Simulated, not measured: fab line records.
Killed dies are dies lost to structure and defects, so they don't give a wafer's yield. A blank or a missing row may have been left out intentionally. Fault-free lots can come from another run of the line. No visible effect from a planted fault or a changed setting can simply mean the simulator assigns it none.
fab line records -- flow sky130
[record] lots = 11, wafers = 33, lastDay = 50
route steps=708 shown SONOS_ONO@183 GATE_OXIDE@203 POLY_GATE@229 PAD_OPEN@708
lots untouched by any fault: they come from a run of this same line in which no faults occurred
startH: hours from the record's first day to the start of the lot's first wafer shown -- waitH: how many hours have passed since the lot's step before this one -- " repeats the value in the row above -- L1.1+2: a row that stands for several wafers -- - no value, or no start was given -- * or withheld: withheld -- < > ~ a bound
route shown NAME@n: NAME is a module with steps in the file, n the number in the route of the first one -- usual: average and standard deviation across the fault-free wafers -- same: alike in all rows -- chamber/n: place in a boat -- sites: the reading at each site -- _std_site: standard deviation across them -- _edge_site: inner sites' mean taken away from outer sites' mean -- radiusMm: for every site, how far away it sits from the centre of the wafer -- mask NAME#n: copy n -- behind: the tool/chamber that last shaped the wafer -- hold: why the lot went on hold/how many hours it stayed there/how the hold came to an end -- device: names the non-switching transistor (n, p or np) -- end of line: at the end of the route, the tests of the same wafers -- a step given without rows: its recipe and nothing more -- killed: the dies lost at the first sort to structure and to defects; this is not the yield of the wafer -- map: a wafer's dies, marking killed ones x, the rest . and places with no die _
set.NAME: the setting as run; set.NAME@STEP: as run at that earlier step -- model.NAME: the simulator's own value behind a step, which no gauge read
route steps across a sampled set of lots; one table per step, one row per wafer
services: the hour from which a tool's chamber was out of use, counted from the record's first day as startH (under 0 if before that day), plus the number of hours and why
[[steps]]
[step SKY_SONOS_ONO_ETCH_15]
[recipe] targetDepthNm = 19.52, chemistry = CHF3/O2, sourceW = 600, biasW = 200, pressureMtorr = 40, chf3FlowSccm = 50, O2_flow_sccm = 5, timeS = 7.8
[usual] chf3FlowSccm = 49.99/0.14, drypumpMotorCurrentA = 5.6/0.4, oesProductAu = 1.003/0.014, throttleValvePct = 8.826/0.01
[same] timeS = 7.8
lot.wafer,tool,chamber,startH,waitH,chf3FlowSccm,drypumpMotorCurrentA,oesProductAu,rfHoursCounterH,throttleValvePct
L254.1,rieDiel-03,1,289.48,0.0,49.88,5.5,1.010,27,8.828
L254.2,rieDiel-03,3,289.48,0.0,49.83,5.3,0.992,5,8.830
L254.3,rieDiel-03,2,289.48,0.0,49.98,5.4,0.981,1,8.822
L257.1,rieDiel-01,2,310.96,0.0,50.09,6.1,1.030,21,8.840
L257.4,rieDiel-01,3,310.96,0.0,49.85,5.5,1.011,97,8.819
L257.5,rieDiel-01,3,310.96,0.0,50.06,5.5,1.021,-,8.823
L258.3,rieDiel-01,2,313.85,0.0,49.98,6.1,1.033,21,8.834
L258.5,rieDiel-01,3,313.85,0.0,50.22,5.5,1.011,-,8.832
L258.6,rieDiel-01,2,313.85,0.0,49.98,6.1,1.033,-,8.830
L261.3,rieDiel-01,1,344.55,0.0,50.30,5.6,0.998,114,8.826
L261.5,rieDiel-01,3,344.55,0.0,49.86,5.5,1.008,-,8.828
L261.6,rieDiel-01,0,344.55,0.0,49.69,4.9,0.988,-,8.827
L262.1,rieDiel-03,2,346.06,0.0,49.95,5.3,0.998,1,8.825
L262.3,rieDiel-03,0,346.06,0.0,49.80,5.8,1.013,111,8.832
L262.5,rieDiel-03,2,346.06,0.0,49.75,5.3,0.997,-,8.843
L263.1,rieDiel-01,0,352.51,0.0,49.81,4.9,0.999,15,8.823
L263.2,rieDiel-01,3,352.51,0.0,49.98,5.5,1.009,97,8.836
L263.4,rieDiel-01,2,352.51,0.0,50.01,6.1,1.024,22,8.829
L269.4,rieDiel-03,1,403.29,0.0,49.85,5.5,0.998,-,8.840
L269.5,rieDiel-03,2,403.29,0.0,50.06,5.4,0.985,-,8.831
L269.6,rieDiel-03,3,403.29,0.0,49.72,5.3,0.987,-,8.823
L270.1,rieDiel-01,1,411.53,0.0,49.89,5.5,0.987,0,8.836
L270.3,rieDiel-01,0,411.53,0.0,50.16,4.9,0.986,16,8.817
L270.6,rieDiel-01,3,411.53,0.0,50.01,5.5,1.013,-,8.803
L272.1,rieDiel-04,1,432.70,0.0,50.13,5.9,1.005,15,8.836
L272.2,rieDiel-04,3,432.70,0.0,50.03,5.7,1.012,15,8.834
L272.6,rieDiel-04,3,432.70,0.0,49.63,5.7,1.013,-,8.818
L273.3,rieDiel-03,2,440.85,0.0,49.79,5.4,0.978,3,8.822
L273.4,rieDiel-03,3,440.85,0.0,50.09,5.3,0.990,7,8.827
L273.5,rieDiel-03,0,440.85,0.0,50.41,5.8,0.986,-,8.818
L277.2,rieDiel-04,3,471.23,0.0,50.13,5.7,1.018,16,8.828
L277.4,rieDiel-04,1,471.23,0.0,50.10,5.9,1.006,16,8.835
L277.6,rieDiel-04,0,471.23,0.0,50.13,5.9,0.992,-,8.840
[step SKY_SONOS_ONO_STRIP_17]
[recipe] chemistry = O2/N2, powerW = 1400, pressureMtorr = 1500, platenTempC = withheld, o2FlowSccm = 3000, n2FlowSccm = 300, overashFraction = 0.5
[usual] drypumpMotorCurrentA = 5.6/0.35, oesProductAu = 0.710/0.0046, stripTimeToEndpointS = 14.11/0.04
lot.wafer,tool,chamber,startH,waitH,drypumpMotorCurrentA,oesProductAu,rfHoursCounterH,stripTimeToEndpointS
L254.1,plasmaAsher-01,1,289.59,0.0,5.8,0.705,16,14.16
L254.2,plasmaAsher-01,0,289.59,0.0,5.9,0.705,16,14.14
L254.3,plasmaAsher-01,0,289.59,0.0,5.9,0.713,-,14.14
L257.1,plasmaAsher-04,0,311.06,0.0,5.7,0.711,64,14.13
L257.4,plasmaAsher-04,1,311.06,0.0,5.0,0.711,-,14.09
L257.5,plasmaAsher-04,0,311.06,0.0,5.7,0.708,-,14.10
L258.3,plasmaAsher-04,0,313.99,0.0,5.7,0.721,-,14.15
L258.5,plasmaAsher-04,0,313.99,0.0,5.7,0.705,-,14.13
L258.6,plasmaAsher-04,1,313.99,0.0,5.0,0.702,-,14.10
L261.3,plasmaAsher-01,0,344.69,0.0,5.9,0.704,-,14.04
L261.5,plasmaAsher-01,0,344.69,0.0,5.9,0.705,-,14.13
L261.6,plasmaAsher-01,1,344.69,0.0,5.8,0.705,-,14.07
L262.1,plasmaAsher-04,0,346.16,0.0,5.8,0.712,67,14.15
L262.3,plasmaAsher-04,1,346.16,0.0,5.1,0.717,-,14.07
L262.5,plasmaAsher-04,0,346.16,0.0,5.8,0.711,-,14.09
L263.1,plasmaAsher-04,0,352.61,0.0,5.7,0.714,68,14.12
L263.2,plasmaAsher-04,1,352.61,0.0,5.1,0.718,68,14.16
L263.4,plasmaAsher-04,1,352.61,0.0,5.0,0.707,-,14.10
L269.4,plasmaAsher-03,1,403.42,0.0,5.9,0.710,-,14.13
L269.5,plasmaAsher-03,1,403.42,0.0,5.9,0.725,-,14.13
L269.6,plasmaAsher-03,0,403.42,0.0,6.0,0.703,-,14.16
L270.1,plasmaAsher-03,0,411.64,0.0,6.0,0.712,72,14.17
L270.3,plasmaAsher-03,0,411.64,0.0,6.0,0.712,-,14.16
L270.6,plasmaAsher-03,1,411.64,0.0,5.9,0.705,-,14.14
L272.1,plasmaAsher-01,1,432.81,0.0,5.8,0.714,31,14.15
L272.2,plasmaAsher-01,0,432.81,0.0,5.9,0.714,31,14.08
L272.6,plasmaAsher-01,0,432.81,0.0,5.9,0.712,-,14.10
L273.3,plasmaAsher-04,1,441.00,0.0,5.0,0.707,-,14.14
L273.4,plasmaAsher-04,0,441.00,0.0,5.7,0.712,-,14.13
L273.5,plasmaAsher-04,1,441.00,0.0,5.1,0.724,-,14.14
L277.2,plasmaAsher-01,0,471.34,0.0,5.9,0.712,35,14.08
L277.4,plasmaAsher-01,0,471.34,0.0,5.9,0.710,-,14.12
L277.6,plasmaAsher-01,1,471.34,0.0,5.8,0.704,-,14.07
[step SKY_GATE_OXIDE_OXIDATION_16]
[recipe] tempC = 800, ambient = O2, idleTempC = 700, rampUpCPerMin = 10, rampDownCPerMin = 3, stabiliseS = 600, purgeS = 300, targetThkA = 35.7, oxTimeS = 1915
[usual] spikeTcBottomC = 816.7/2, spikeTcCentreC = 799.8/0.98, spikeTcLowerC = 800.8/0.99, spikeTcUpperC = 798.7/1.1, zonePowerBottomPct = 23.11/0.27, zonePowerLowerPct = 14.5/1.2
[same] purgeS = 300
lot.wafer,tool,chamber,startH,waitH,spikeTcBottomC,spikeTcCentreC,spikeTcLowerC,spikeTcUpperC,zonePowerBottomPct,zonePowerLowerPct
L254.1,furnace-01,0,318.86,1.3,817.7,800.8,800.6,798.7,23.05,13.3
L254.2,furnace-01,0,318.86,1.3,818.5,802.0,801.5,798.7,23.37,13.2
L254.3,furnace-01,0,318.86,1.3,818.4,799.0,802.0,799.7,22.68,13.4
L257.1,furnace-01,0,341.94,2.7,817.9,799.1,801.5,801.0,23.11,13.4
L257.4,furnace-01,0,341.94,2.7,817.0,798.8,802.5,799.7,23.21,13.5
L257.5,furnace-01,0,341.94,2.7,819.2,800.3,800.4,798.8,23.07,13.4
L258.3,furnace-02,0,345.17,1.2,814.2,800.4,798.9,797.0,22.98,15.9
L258.5,furnace-02,0,345.17,1.2,814.8,799.8,800.3,796.8,23.05,16.2
L258.6,furnace-02,0,345.17,1.2,814.2,798.5,800.4,798.7,23.40,16.0
L261.3,furnace-01,0,376.95,0.4,817.8,799.2,801.3,800.0,22.95,13.4
L261.5,furnace-01,0,376.95,0.4,818.8,800.1,802.5,800.6,23.03,13.5
L261.6,furnace-01,0,376.95,0.4,819.0,801.3,801.4,799.6,23.26,13.5
L262.1,furnace-02,0,380.17,1.2,813.6,798.5,802.8,797.6,23.21,16.1
L262.3,furnace-02,0,380.17,1.2,814.3,798.1,799.5,799.0,23.15,15.9
L262.5,furnace-02,0,380.17,1.2,813.7,800.8,800.3,797.9,23.35,15.8
L263.1,furnace-01,0,384.95,1.7,818.0,798.2,801.7,799.4,22.75,13.5
L263.2,furnace-01,0,384.95,1.7,819.2,799.9,801.3,799.8,22.95,13.4
L263.4,furnace-01,0,384.95,1.7,817.4,799.1,802.0,800.2,23.36,13.6
L269.4,furnace-01,0,440.31,0.0,823.4,803.0,767.4,798.3,27.75,3.2
L269.5,furnace-01,0,440.31,0.0,825.4,804.9,767.1,798.9,27.52,3.2
L269.6,furnace-01,0,440.31,0.0,823.4,803.3,765.6,800.6,26.92,3.2
L270.1,furnace-01,0,446.26,0.0,824.5,805.0,767.8,799.7,27.59,3.2
L270.3,furnace-01,0,446.26,0.0,822.9,804.7,766.7,799.3,27.06,3.2
L270.6,furnace-01,0,446.26,0.0,823.4,803.8,766.4,798.9,27.25,3.2
L272.1,furnace-02,0,468.41,1.0,813.5,800.6,801.6,799.1,23.30,16.1
L272.2,furnace-02,0,468.41,1.0,814.9,798.3,800.6,798.3,23.28,15.9
L272.6,furnace-02,0,468.41,1.0,815.9,798.5,801.3,795.9,23.13,16.0
L273.3,furnace-02,0,474.09,0.1,813.5,799.3,801.3,799.5,23.29,16.1
L273.4,furnace-02,0,474.09,0.1,815.2,800.0,799.4,798.6,23.56,15.4
L273.5,furnace-02,0,474.09,0.1,815.1,798.7,799.9,796.7,23.38,15.8
L277.2,furnace-02,0,504.59,0.0,814.6,798.2,800.3,799.2,23.55,16.1
L277.4,furnace-02,0,504.59,0.0,813.8,798.8,799.8,799.2,23.43,15.8
L277.6,furnace-02,0,504.59,0.0,815.9,799.8,799.8,797.9,23.55,15.9
[step SKY_POLY_GATE_ETCH_15]
[recipe] chemistry = N2/H2, target = BARC, ionEnergyEv = 200, sourceW = 500, biasW = 100, pressureMtorr = 30, n2FlowSccm = 100, h2FlowSccm = 200, stopOn = SiO2, timeS = 118.5, targetDepthA = 1100
[usual] drypumpMotorCurrentA = 5.8/0.42, oesProductAu = 0.716/0.0046, throttleValvePct = 13.213/0.0091
[same] timeS = 118.5
lot.wafer,tool,chamber,startH,waitH,drypumpMotorCurrentA,oesProductAu,rfHoursCounterH,throttleValvePct
L254.1,rieDiel-02,3,380.26,0.0,5.7,0.708,5,13.210
L254.2,rieDiel-02,1,380.26,0.0,5.2,0.718,89,13.205
L254.3,rieDiel-02,0,380.26,0.0,6.2,0.720,3,13.218
L257.1,rieDiel-04,2,402.90,0.0,6.4,0.714,88,13.211
L257.4,rieDiel-04,1,402.90,0.0,5.9,0.713,14,13.216
L257.5,rieDiel-04,0,402.90,0.0,5.9,0.710,-,13.215
L258.3,rieDiel-02,1,406.70,0.0,5.2,0.718,90,13.212
L258.5,rieDiel-02,1,406.70,0.0,5.2,0.711,-,13.224
L258.6,rieDiel-02,2,406.70,0.0,6.1,0.711,-,13.215
L261.3,rieDiel-04,2,441.28,0.0,6.4,0.718,89,13.217
L261.5,rieDiel-04,2,441.28,0.0,6.4,0.703,-,13.212
L261.6,rieDiel-04,1,441.28,0.0,5.9,0.714,-,13.213
L262.1,rieDiel-04,1,444.26,0.0,5.9,0.719,15,13.202
L262.3,rieDiel-04,2,444.26,0.0,6.4,0.717,89,13.207
L262.5,rieDiel-04,2,444.26,0.0,6.4,0.712,-,13.211
L263.1,rieDiel-02,3,450.90,0.0,5.7,0.712,7,13.197
L263.2,rieDiel-02,1,450.90,0.0,5.2,0.718,91,13.203
L263.4,rieDiel-02,0,450.90,0.0,6.2,0.715,4,13.204
L269.4,rieDiel-01,3,506.48,0.0,5.5,0.720,1,13.216
L269.5,rieDiel-01,0,506.48,0.0,4.9,0.716,-,13.200
L269.6,rieDiel-01,1,506.48,0.0,5.5,0.714,-,13.214
L270.1,rieDiel-04,2,514.21,0.0,6.4,0.715,91,13.215
L270.3,rieDiel-04,1,514.21,0.0,5.9,0.721,17,13.226
L270.6,rieDiel-04,2,514.21,0.0,6.4,0.717,-,13.220
L272.1,rieDiel-04,1,534.91,0.0,6.0,0.718,17,13.206
L272.2,rieDiel-04,0,534.91,0.0,5.9,0.724,22,13.228
L272.6,rieDiel-04,0,534.91,0.0,5.9,0.714,-,13.202
L273.3,rieDiel-01,0,541.11,0.0,4.9,0.722,18,13.200
L273.4,rieDiel-01,0,541.11,0.0,4.9,0.717,-,13.212
L273.5,rieDiel-01,1,541.11,0.0,5.5,0.716,-,13.218
L277.2,rieDiel-01,3,570.23,0.0,5.5,0.711,1,13.216
L277.4,rieDiel-01,0,570.23,0.0,4.9,0.706,19,13.221
L277.6,rieDiel-01,0,570.23,0.0,4.9,0.715,-,13.208
[step SKY_PAD_OPEN_PROBE_99]
[usual] killed_at_M0_to_M3 = 41/6.2, killed_at_M4_up = 3.0/1.7, killedAtContacts = 25/5.8, killedAtFrontEnd = 16/4.5, killedAtOther = 0.2/0.42, killedDies = 85/8.4, killedOpen = 46/5.9, killedShort = 39/6.3
[same] grossDies = 492, killedAtBackSide = 0
lot.wafer,tool,chamber,startH,waitH,killed_at_M0_to_M3,killed_at_M4_up,killedAtContacts,killedAtFrontEnd,killedAtOther,killedDies,killedOpen,killedShort
L269.4,prober-01,-,1166.07,0.2,47,2,23,18,0,90,49,41
L269.5,prober-01,-,1166.12,0.2,48,3,19,13,0,83,47,36
L269.6,prober-01,-,1166.17,0.2,41,4,25,14,1,85,43,42
L272.1,prober-02,-,1181.61,0.1,49,2,22,17,0,90,44,46
L272.2,prober-02,-,1181.66,0.1,36,3,21,21,0,81,40,41
L272.6,prober-02,-,1181.86,0.2,33,3,18,24,0,78,42,36
// killed by level:class
L269.4 VIA1:geometricParticle:open=16 CONTACT:geometricParticle:open=10 VIA1:geometricParticle:short=9 FIELD_ISO:geometricParticle:short=6 VIA3:geometricParticle:open=5 VIA2:geometricParticle:short=5 POLY_GATE:geometricParticle:short=4 LI_CONTACT:geometricParticle:open=4
L269.5 VIA1:geometricParticle:open=12 VIA2:geometricParticle:open=11 CONTACT:geometricParticle:open=10 CONTACT:geometricParticle:short=6 METAL2:geometricParticle:short=6 VIA1:geometricParticle:short=4 VIA3:geometricParticle:open=4 POLY_GATE:geometricParticle:short=3
L269.6 VIA1:geometricParticle:open=13 CONTACT:geometricParticle:open=10 FIELD_ISO:geometricParticle:short=6 VIA2:geometricParticle:short=6 LI_CONTACT:geometricParticle:open=5 METAL1:geometricParticle:short=5 VIA1:geometricParticle:short=4 LOCAL_INTERCONNECT:geometricParticle:short=4
L272.1 CONTACT:geometricParticle:open=12 VIA1:geometricParticle:open=10 METAL3:geometricParticle:short=8 METAL1:geometricParticle:short=7 METAL2:geometricParticle:short=6 FIELD_ISO:geometricParticle:open=5 POLY_GATE:geometricParticle:short=5 LI_CONTACT:geometricParticle:open=4
L272.2 VIA1:geometricParticle:open=8 CONTACT:geometricParticle:open=8 METAL1:geometricParticle:short=7 FIELD_ISO:geometricParticle:short=6 POLY_GATE:geometricParticle:short=5 VIA2:geometricParticle:open=5 LI_CONTACT:geometricParticle:open=4 LOCAL_INTERCONNECT:geometricParticle:short=4
L272.6 METAL2:geometricParticle:short=8 VIA1:geometricParticle:open=7 FIELD_ISO:geometricParticle:open=6 POLY_GATE:geometricParticle:open=6 CONTACT:geometricParticle:short=6 FIELD_ISO:geometricParticle:short=5 VIA3:geometricParticle:open=5 CONTACT:geometricParticle:open=5
[[services]]
tool,chamber,startH,hours,kind
rieDiel-04,1,269.87,8.5,repair
plasmaAsher-01,-,325.24,2.8,repair
furnace-01,-,329.06,11.4,pm
rieDiel-03,-,332.83,0.4,repair
plasmaAsher-01,-,341.39,0.8,repair
rieDiel-01,1,349.25,2.9,repair
rieDiel-04,-,356.74,0.4,repair
plasmaAsher-04,-,376.93,2.8,pm
plasmaAsher-01,-,383.35,2.2,repair
rieDiel-01,0,397.34,2.4,repair
furnace-02,-,400.63,3.4,pm
rieDiel-03,3,408.17,4.6,repair
furnace-01,-,415.41,2.9,pm
rieDiel-01,-,419.25,0.8,repair
plasmaAsher-04,-,421.25,9.0,pm
rieDiel-04,0,435.19,3.0,repair
rieDiel-01,0,465.11,2.0,repair
rieDiel-04,0,511.95,8.6,repair
furnace-01,-,514.58,5.8,pm
furnace-02,-,526.32,4.3,pm
rieDiel-01,3,526.63,15.1,repair
furnace-01,-,547.23,4.7,pm
rieDiel-01,3,562.18,7.2,repair
furnace-02,-,568.53,17.2,pm
[[key]]
[firstSign] step = SKY_GATE_OXIDE_OXIDATION_16, reading = spikeTcLowerC, direction = down, sigmas = 34, usual = 800.8, struck = 766.8
[effect] step = SKY_GATE_OXIDE_OXIDATION_16, reading = zonePowerBottomPct, direction = up, sigmas = 16, usual = 23.11, struck = 27.35
metAt SKY_GATE_OXIDE_OXIDATION_16
struckLots L269,L270
testerLeftOut L269,L270
notActingAt SKY_SONOS_ONO_ETCH_15,SKY_SONOS_ONO_STRIP_17,SKY_POLY_GATE_ETCH_15
onsetBetween 384.95 440.31
[fault] kind = processParameterDrift, tool = furnace-01, chamber = -, onsetH = 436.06, steps = SKY_GATE_OXIDE_OXIDATION_16, channel = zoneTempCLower, offset = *, shape = step, endH = 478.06
// testerLeftOut: of these lots the tester's yield and bins aren't shown, on N5 and GAA mostly nor the transistor test; their killed dies are dies lost to structure and defects alone, not to doping, threshold or leakage, so they don't give the yield
